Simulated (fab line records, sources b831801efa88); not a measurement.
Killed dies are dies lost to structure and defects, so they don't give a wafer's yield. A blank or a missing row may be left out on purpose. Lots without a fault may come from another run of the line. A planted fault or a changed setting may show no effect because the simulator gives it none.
Which tool did it? | flow gf180mcu | 12 lots, 36 wafers sampled, at 7 steps of a route of 602

WHAT THE GAUGES READ, wafer by wafer
GF_CONTACT_RS_MEAS_25: measures by four-point-probe. Usual: CONTACT_W_RS 0.382 ohm/sq, standard deviation 0.0046.
lot  | measured     | on            | CONTACT_W_RS (ohm/sq) | flag
L728 | day 16 13:25 | film_metro-01 | 0.386 0.386 0.381     |
L729 | day 16 13:46 | film_metro-04 | 0.388 0.386 0.369     |
L731 | day 17 20:37 | film_metro-01 | 0.381 0.383 0.380     |
L732 | day 17 21:41 | film_metro-04 | 0.377 0.381 0.380     |
L733 | day 18 17:35 | film_metro-01 | 0.380 0.385 0.387     |
L734 | day 18 19:11 | film_metro-04 | 0.384 0.386 0.381     |
L735 | day 19 01:47 | film_metro-02 | 0.384 0.389 0.378     |
L736 | day 19 14:20 | film_metro-02 | 0.378 0.393 0.387     |
L742 | day 21 21:07 | film_metro-04 | 0.381 0.383 0.386     |
L744 | day 22 12:40 | film_metro-04 | 0.379 0.377 0.377     |
L745 | day 22 16:43 | film_metro-01 | 0.383 0.269 0.386     | OFF
L749 | day 23 23:21 | film_metro-02 | 0.383 0.386 0.378     |

GF_CONTACT_THK_MEAS_26: measures by xrf. Usual: CONTACT_W_THK 284 nm, standard deviation 3.9.
lot  | measured     | on            | CONTACT_W_THK (nm) | flag
L728 | day 16 13:31 | film_metro-01 | 281 279 282        |
L729 | day 16 13:52 | film_metro-04 | 280 283 294        |
L731 | day 17 20:44 | film_metro-01 | 285 286 285        |
L732 | day 17 21:49 | film_metro-04 | 290 289 289        |
L733 | day 18 17:42 | film_metro-01 | 287 282 281        |
L734 | day 18 19:19 | film_metro-04 | 280 280 283        |
L735 | day 19 01:55 | film_metro-02 | 282 278 284        |
L736 | day 19 14:28 | film_metro-02 | 285 274 279        |
L742 | day 21 21:13 | film_metro-04 | 284 283 284        |
L744 | day 22 12:47 | film_metro-04 | 287 291 290        |
L745 | day 22 16:49 | film_metro-01 | 283 394 282        | OFF
L749 | day 23 23:28 | film_metro-02 | 281 279 287        |

GF_M1_RS_MEAS_05: measures by four-point-probe. Usual: M1_ALCU_RS 0.0693 ohm/sq, standard deviation 0.00095.
lot  | measured     | on            | M1_ALCU_RS (ohm/sq)  | flag
L728 | day 16 14:07 | film_metro-04 | 0.0694 0.0688 0.0689 |
L729 | day 16 14:28 | film_metro-03 | 0.0693 0.0706 0.0685 |
L731 | day 17 21:38 | film_metro-03 | 0.0698 0.0701 0.0692 |
L732 | day 17 22:31 | film_metro-01 | 0.0702 0.0684 0.0704 |
L733 | day 18 18:18 | film_metro-03 | 0.0685 0.0697 0.0685 |
L734 | day 18 19:53 | film_metro-04 | 0.0681 0.0688 0.0675 |
L735 | day 19 02:29 | film_metro-03 | 0.0689 0.0718 0.0708 |
L736 | day 19 15:02 | film_metro-04 | 0.0692 0.0697 0.0681 |
L742 | day 21 21:49 | film_metro-04 | 0.0705 0.0703 0.0703 |
L744 | day 22 13:28 | film_metro-01 | 0.0700 0.0691 0.0689 |
L745 | day 22 17:25 | film_metro-01 | 0.0689 0.0692 0.0688 |
L749 | day 24 00:10 | film_metro-01 | 0.0698 0.0695 0.0694 |

GF_M1_THK_MEAS_06: measures by xrf. Usual: M1_ALCU_THK 445 nm, standard deviation 6.2.
lot  | measured     | on            | M1_ALCU_THK (nm) | flag
L728 | day 16 14:13 | film_metro-04 | 444 449 451      |
L729 | day 16 14:34 | film_metro-03 | 444 436 448      |
L731 | day 17 21:45 | film_metro-03 | 441 437 443      |
L732 | day 17 22:38 | film_metro-01 | 440 452 438      |
L733 | day 18 18:25 | film_metro-03 | 449 442 449      |
L734 | day 18 20:01 | film_metro-04 | 455 452 460      |
L735 | day 19 02:37 | film_metro-03 | 446 430 435      |
L736 | day 19 15:10 | film_metro-04 | 447 447 454      |
L742 | day 21 21:55 | film_metro-04 | 443 443 441      |
L744 | day 22 13:35 | film_metro-01 | 440 445 447      |
L745 | day 22 17:31 | film_metro-01 | 444 445 446      |
L749 | day 24 00:17 | film_metro-01 | 438 443 443      |

GF_V1_THK_MEAS_25: measures by xrf. Usual: V1_W_THK 332 nm, standard deviation 6.
lot  | measured     | on            | V1_W_THK (nm) | flag
L728 | day 18 15:07 | film_metro-02 | 324 321 319   |
L729 | day 18 15:59 | film_metro-01 | 336 340 339   |
L731 | day 20 00:30 | film_metro-03 | 346 338 343   |
L732 | day 20 01:23 | film_metro-02 | 330 322 323   |
L733 | day 20 21:55 | film_metro-01 | 335 339 335   |
L734 | day 20 23:22 | film_metro-02 | 331 324 325   |
L735 | day 21 06:08 | film_metro-01 | 332 340 335   |
L736 | day 21 18:23 | film_metro-01 | 331 338 337   |
L742 | day 23 22:27 | film_metro-01 | 327 340 326   |
L744 | day 24 12:54 | film_metro-03 | 329 329 327   |
L745 | day 24 16:47 | film_metro-03 | 327 327 327   |
L749 | day 25 21:29 | film_metro-02 | 333 338 331   |

WHICH TOOL RAN EACH LOT (tool, then ch and the chambers of the sampled wafers, then the start)
lot  | GF_CONTACT_CVD_24             | GF_CONTACT_CMP_27
L728 | cvd_w-01 ch 0,1, day 16 13:18 | cmp-02 ch 1,2,3, day 16 13:42
L729 | cvd_w-02 ch 0,1, day 16 13:38 | cmp-02 ch 1,2,3, day 16 13:58
L731 | cvd_w-01 ch 0,1, day 17 20:31 | cmp-01 ch 0,1,3, day 17 21:07
L732 | cvd_w-02 ch 0,1, day 17 21:35 | cmp-01 ch 0,1,2, day 17 21:59
L733 | cvd_w-02 ch 0,1, day 18 17:28 | cmp-01 ch 1,2, day 18 17:45
L734 | cvd_w-01 ch 0,1, day 18 19:05 | cmp-02 ch 1,2,3, day 18 19:28
L735 | cvd_w-02 ch 0,1, day 19 01:41 | cmp-02 ch 0,2, day 19 02:01
L736 | cvd_w-02 ch 0,1, day 19 14:14 | cmp-02 ch 0,2,3, day 19 14:31
L742 | cvd_w-01 ch 0,1, day 21 21:01 | cmp-02 ch 0,1,3, day 21 21:25
L744 | cvd_w-01 ch 0, day 22 12:34   | cmp-01 ch 0,1,2, day 22 12:50
L745 | cvd_w-02 ch 0,1, day 22 16:35 | cmp-01 ch 0,2,3, day 22 16:58
L749 | cvd_w-01 ch 0,1, day 23 23:15 | cmp-01 ch 1,2, day 23 23:38
- GF_CONTACT_CVD_24: deposits W, target thk 300 nm, time 90.339 s.
- GF_CONTACT_CMP_27: polishes, stops on SiO2, t overpolish 15 s, target thk 0 nm.

WHAT THE TOOLS THEMSELVES READ (means of the sampled wafers that have a number; where no wafer has one, the mark that the record gives instead)
GF_CONTACT_CVD_24. Usual: chamber_pressure_Torr 40.00 Torr, standard deviation 0.085; heater_power_w 782 W, standard deviation 51.
lot  | tool     | chamber_pressure_Torr (Torr) | heater_power_w (W) | flag
L728 | cvd_w-01 | 39.98                        | 728                |
L729 | cvd_w-02 | 40.03                        | 890                |
L731 | cvd_w-01 | 40.04                        | 738                |
L732 | cvd_w-02 | 40.03                        | 808                |
L733 | cvd_w-02 | 40.01                        | 815                |
L734 | cvd_w-01 | 39.95                        | 748                |
L735 | cvd_w-02 | 39.92                        | 800                |
L736 | cvd_w-02 | 39.92                        | 800                |
L742 | cvd_w-01 | 40.08                        | 752                |
L744 | cvd_w-01 | 40.11                        | 727                |
L745 | cvd_w-02 | 39.96                        | 804                |
L749 | cvd_w-01 | 40.02                        | 758                |

GF_CONTACT_CMP_27. Usual: motor_current_A 11.1 A, standard deviation 1.7; time_to_endpoint_s 70 s, standard deviation 4.
lot  | tool   | motor_current_A (A) | time_to_endpoint_s (s) | flag
L728 | cmp-02 | 11.9                | 75                     |
L729 | cmp-02 | 11.4                | 73                     |
L731 | cmp-01 | 10.9                | 68                     |
L732 | cmp-01 | 11.7                | 72                     |
L733 | cmp-01 | 12.6                | 69                     |
L734 | cmp-02 | 11.5                | 73                     |
L735 | cmp-02 | 12.1                | 70                     |
L736 | cmp-02 | 11.4                | 70                     |
L742 | cmp-02 | 11.3                | 68                     |
L744 | cmp-01 | 11.5                | 68                     |
L745 | cmp-01 | 10.0                | 74                     |
L749 | cmp-01 | 12.9                | 69                     |

THE ANSWER, worked out from the rows above alone
Rule: a lot is off if the mean of its wafers that have a number lies more than 3 standard deviations from the usual mean. A lot without any number at a reading at which 4 lots or more have one is off too. The other lots that the step has rows for count as sound. The gauges are gone through in route order, then the tools' own readings, and for those a lot's mean is taken as printed above. The first step at which some lot is off is used, and at that step the reading that is off furthest; a lot without a number counts as furthest.
Off: L745, at GF_CONTACT_RS_MEAS_25 (CONTACT_W_RS).
A tool fits if, at a process step before that reading, it ran every lot that is off, and no sound lot after the first of them. The gauges at GF_CONTACT_RS_MEAS_25 are tried like those tools. Can't be told from this: 2 tools fit, cvd_w-02 at GF_CONTACT_CVD_24, film_metro-01 at GF_CONTACT_RS_MEAS_25.

WHAT THE SIMULATOR HAD PUT IN
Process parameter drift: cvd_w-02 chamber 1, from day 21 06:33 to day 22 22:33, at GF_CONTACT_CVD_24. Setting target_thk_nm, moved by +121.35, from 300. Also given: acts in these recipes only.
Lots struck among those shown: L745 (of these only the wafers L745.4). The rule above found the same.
